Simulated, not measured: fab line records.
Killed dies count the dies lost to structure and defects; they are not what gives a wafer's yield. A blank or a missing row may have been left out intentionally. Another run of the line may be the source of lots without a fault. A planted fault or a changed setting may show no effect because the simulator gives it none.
Which tool is to blame?	flow gf180mcu	Sampling: 12 lots, 36 wafers, 5 of 602 route steps

== WHAT EACH GAUGE READ, for each wafer ==
GF_V2_CD_MEAS_14 targets a cd of 260 nm.
lot	measured	on	cdNm (nm)
L753	day 20 05:05	cdSem-02	261.3 260.8 261.9
L755	day 20 23:23	cdSem-01	261.2 261.0 260.6
L756	day 21 05:43	cdSem-02	260.3 259.9 260.6
L757	day 21 19:02	cdSem-01	260.5 260.0 259.2
L759	day 22 13:29	cdSem-01	258.4 257.0 256.9
L761	day 23 10:28	cdSem-02	261.6 261.1 260.1
L762	day 23 16:50	cdSem-02	259.0 259.3 258.0
L763	day 24 04:05	cdSem-01	258.8 257.9 259.8
L770	day 26 07:23	cdSem-02	260.7 259.9 260.8
L772	day 26 21:30	cdSem-02	260.0 260.3 259.9
L774	day 27 07:01	cdSem-02	260.4 260.3 260.2
L776	day 27 23:22	cdSem-02	260.5 261.7 261.5

GF_V2_RS_MEAS_24: the measuring method here is four-point-probe.
lot	measured	on	V2_W_RS (ohm/sq)
L753	day 20 06:07	filmMetro-01	0.332 0.327 0.325
L755	day 21 00:26	filmMetro-03	0.326 0.325 0.327
L756	day 21 06:45	filmMetro-01	0.327 0.325 0.326
L757	day 21 20:04	filmMetro-04	0.331 0.326 0.330
L759	day 22 14:51	filmMetro-03	0.329 0.325 0.330
L761	day 23 11:32	filmMetro-04	0.326 0.312 0.307
L762	day 23 17:53	filmMetro-04	0.310 0.334 0.312
L763	day 24 05:09	filmMetro-03	0.310 0.323 0.322
L770	day 26 08:25	filmMetro-03	0.327 0.327 0.326
L772	day 26 22:32	filmMetro-03	0.329 0.328 0.331
L774	day 27 08:02	filmMetro-01	0.330 0.329 0.329
L776	day 28 00:24	filmMetro-01	0.327 0.325 0.325

GF_V2_THK_MEAS_25: measures by xrf.
lot	measured	on	V2_W_THK (nm)
L753	day 20 06:14	filmMetro-01	338 342 344
L755	day 21 00:32	filmMetro-03	352 353 351
L756	day 21 06:52	filmMetro-01	347 346 347
L757	day 21 20:11	filmMetro-04	337 341 337
L759	day 22 14:58	filmMetro-03	346 349 345
L761	day 23 11:38	filmMetro-04	340 355 360
L762	day 23 17:59	filmMetro-04	355 331 354
L763	day 24 05:16	filmMetro-03	364 350 352
L770	day 26 08:31	filmMetro-03	348 347 346
L772	day 26 22:38	filmMetro-03	345 343 341
L774	day 27 08:10	filmMetro-01	344 344 345
L776	day 28 00:31	filmMetro-01	346 347 347

== WHICH TOOL RAN EACH LOT (tool, then ch and the chambers of the sampled wafers, then the start) ==
lot	GF_V2_ETCH_17	GF_V2_CVD_23
L753	rieDiel-01 ch 0,2,3, day 20 05:59 or earlier	cvdW-02 ch 0,1, day 20 05:59
L755	rieDiel-03 ch 0,1,2, day 21 00:18 or earlier	cvdW-01 ch 0,1, day 21 00:18
L756	rieDiel-01 ch 0,1,3, day 21 06:38 or earlier	cvdW-02 ch 1, day 21 06:38
L757	rieDiel-03 ch 0,1,2, day 21 19:56 or earlier	cvdW-01 ch 0,1, day 21 19:56
L759	rieDiel-01 ch 0,1,2, day 22 14:43 or earlier	cvdW-01 ch 0,1, day 22 14:43
L761	rieDiel-02 ch 1,3, day 23 11:25 or earlier	cvdW-01 ch 0,1, day 23 11:25
L762	rieDiel-02 ch 0,1,3, day 23 17:46 or earlier	cvdW-01 ch 0,1, day 23 17:46
L763	rieDiel-02 ch 0,3, day 24 05:01 or earlier	cvdW-01 ch 0,1, day 24 05:01
L770	rieDiel-03 ch 2,3, day 26 08:19 or earlier	cvdW-01 ch 0,1, day 26 08:19
L772	rieDiel-01 ch 1,2, day 26 22:25 or earlier	cvdW-02 ch 0,1, day 26 22:25
L774	rieDiel-03 ch 0,1,2, day 27 07:55 or earlier	cvdW-01 ch 0,1, day 27 07:55
L776	rieDiel-02 ch 0,1,3, day 28 00:16 or earlier	cvdW-02 ch 0,1, day 28 00:16
- GF_V2_ETCH_17: etches SiO2 in C4F8/O2/Ar, stops on TiN, target depth 630 nm.
- GF_V2_CVD_23: deposits W, target thk 350 nm, time 104.94 s.

== WHAT THE TOOLS THEMSELVES READ (means of the sampled wafers that have a number; where no wafer has one, the mark that the record gives instead) ==
GF_V2_ETCH_17.
lot	tool	biasW (W)	chamberPressureMTorr (mTorr)	oesProductAu (a.u.)
L753	rieDiel-01	1197	40.00	0.859
L755	rieDiel-03	1201	40.00	0.858
L756	rieDiel-01	1199	39.99	0.854
L757	rieDiel-03	1198	39.98	0.852
L759	rieDiel-01	1200	40.00	0.854
L761	rieDiel-02	1201	40.06	0.860
L762	rieDiel-02	1202	39.98	0.853
L763	rieDiel-02	1198	39.99	0.859
L770	rieDiel-03	1197	39.99	0.852
L772	rieDiel-01	1202	39.99	0.852
L774	rieDiel-03	1200	40.00	0.855
L776	rieDiel-02	1201	40.01	0.856

GF_V2_CVD_23.
lot	tool	heaterPowerW (W)
L753	cvdW-02	898
L755	cvdW-01	824
L756	cvdW-02	983
L757	cvdW-01	831
L759	cvdW-01	817
L761	cvdW-01	846
L762	cvdW-01	835
L763	cvdW-01	807
L770	cvdW-01	854
L772	cvdW-02	840
L774	cvdW-01	828
L776	cvdW-02	927

== THE ANSWER, worked out from the rows above alone ==
Rule: usual is defined by the lots themselves. The widest of any qualifying gaps counts: lots, ordered by their means at a reading, are off when they make up no more than a third of the lots, leave a main group of 4 or more, and stand apart from it by 3 or more times the standard deviation of that group's means. The tables above print the reading to a certain number of digits; a main group whose means all agree to those digits is not used. A lot without any number at a reading at which 4 lots or more have one is off too. All remaining lots with rows at the step are treated as sound. The gauges are gone through in route order, then the tools' own readings, and for those a lot's mean is taken as printed above. The first step at which some lot is off is used, and at that step the reading that is off furthest; a lot without a number counts as furthest.
Off: L761, L762, L763, seen at GF_V2_RS_MEAS_24 (V2_W_RS). The main group has a mean of 0.328 ohm/sq with a standard deviation of 0.0014.
If a tool, at a process step before that reading, ran all the lots that are off and no sound lot after the first of them, it fits. Those tools and the gauges at GF_V2_RS_MEAS_24 are tried in the same way. With no start given for some of its lots, GF_V2_ETCH_17 uses the hours and lot order of GF_V2_CVD_23. Of those tried, none fits.

== WHAT THE SIMULATOR HAD PUT IN ==
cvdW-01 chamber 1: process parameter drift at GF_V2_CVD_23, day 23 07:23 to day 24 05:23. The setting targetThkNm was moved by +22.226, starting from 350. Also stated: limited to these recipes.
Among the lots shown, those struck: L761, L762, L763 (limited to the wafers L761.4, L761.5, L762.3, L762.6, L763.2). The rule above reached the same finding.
